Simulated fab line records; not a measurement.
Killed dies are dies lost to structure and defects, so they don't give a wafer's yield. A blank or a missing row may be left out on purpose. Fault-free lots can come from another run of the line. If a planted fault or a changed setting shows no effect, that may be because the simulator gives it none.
What tool caused it?	flow gf180mcu	14 lots with 42 wafers sampled at 2 steps, on a route of 602 steps

== WHAT THE GAUGES SHOWED, per wafer ==
GF_VT_IMPLANT_TW_MEAS_43. Usual: VT_IMPLANT_4_TW gives 686 (standard deviation 6.3).
lot	measured	on	VT_IMPLANT_4_TW	flag
L883	day 7 13:41	film_metro-03	676 682 681	
L884	day 7 19:53	film_metro-04	693 696 698	
L885	day 8 01:28	film_metro-04	697 696 698	
L888	day 8 22:55	film_metro-04	696 695 697	
L891	day 9 17:43	film_metro-03	681 684 681	
L892	day 10 03:20	film_metro-03	678 682 677	
L893	day 10 08:01	film_metro-04	697 699 700	
L894	day 10 16:05	film_metro-03	683 683 678	
L896	day 11 03:32	film_metro-01	684 688 687	
L899	day 11 23:53	film_metro-01	687 684 680	
L900	day 12 06:22	film_metro-01	689 690 688	
L902	day 12 21:46	film_metro-01	687 686 685	
L903	day 13 05:19	film_metro-03	684 686 684	
L906	day 14 06:01	film_metro-01	686 682 685	

GF_POLY_GATE_OVL_MEAS_11. Usual: POLY_GATE_OVL gives -3 nm (standard deviation 5.1).
lot	measured	on	POLY_GATE_OVL (nm)	flag
L883	day 9 04:07	overlay-02	-13 -10 -8	
L884	day 9 11:52	overlay-01	-7 -4 -14	
L885	day 9 20:03	overlay-02	0 5 4	
L888	day 10 18:43	overlay-01	2 1 -5	
L891	day 11 11:21	overlay-01	-2 -1 3	
L892	day 11 21:19	overlay-02	-12 -6 -6	
L893	day 12 06:07	overlay-02	2 3 2	
L894	day 12 15:19	overlay-01	1 -1 -4	
L896	day 13 01:49	overlay-02	-4 -9 -2	
L899	day 13 21:10	overlay-01	3 0 -3	
L900	day 14 04:37	overlay-01	-3 -6 -2	
L902	day 14 20:45	overlay-02	0 0 -6	
L903	day 15 06:00	overlay-02	5 11 -3	
L906	day 16 06:48	overlay-01	-1 -5 -4	

== WHAT TOOL EACH LOT RAN ON (gives the tool, then ch and the chambers of the sampled wafers, and finally the start) ==
Before these readings, the record contains no process step.

== WHAT THE TOOLS THEMSELVES READ (means of the sampled wafers that have a number; where no wafer has one, the mark that the record gives instead) ==
The record holds no such reading with a usual standard deviation.

== THE ANSWER, worked out from the rows above alone ==
Rule: a lot counts as off when the mean over its wafers that have a number is more than 3 standard deviations away from the usual mean. Also off: a lot with no number at a reading for which 4 or more lots have one. The other lots that the step has rows for count as sound. First the gauges in route order, then the tools' own readings, where a lot's mean is used as printed above. At the first step where some lot is off, the reading lying furthest off is the one used; lots without a number count as furthest.
Nothing can be told from this: no lot is off at any reading shown.

== WHAT THE SIMULATOR PUT IN ==
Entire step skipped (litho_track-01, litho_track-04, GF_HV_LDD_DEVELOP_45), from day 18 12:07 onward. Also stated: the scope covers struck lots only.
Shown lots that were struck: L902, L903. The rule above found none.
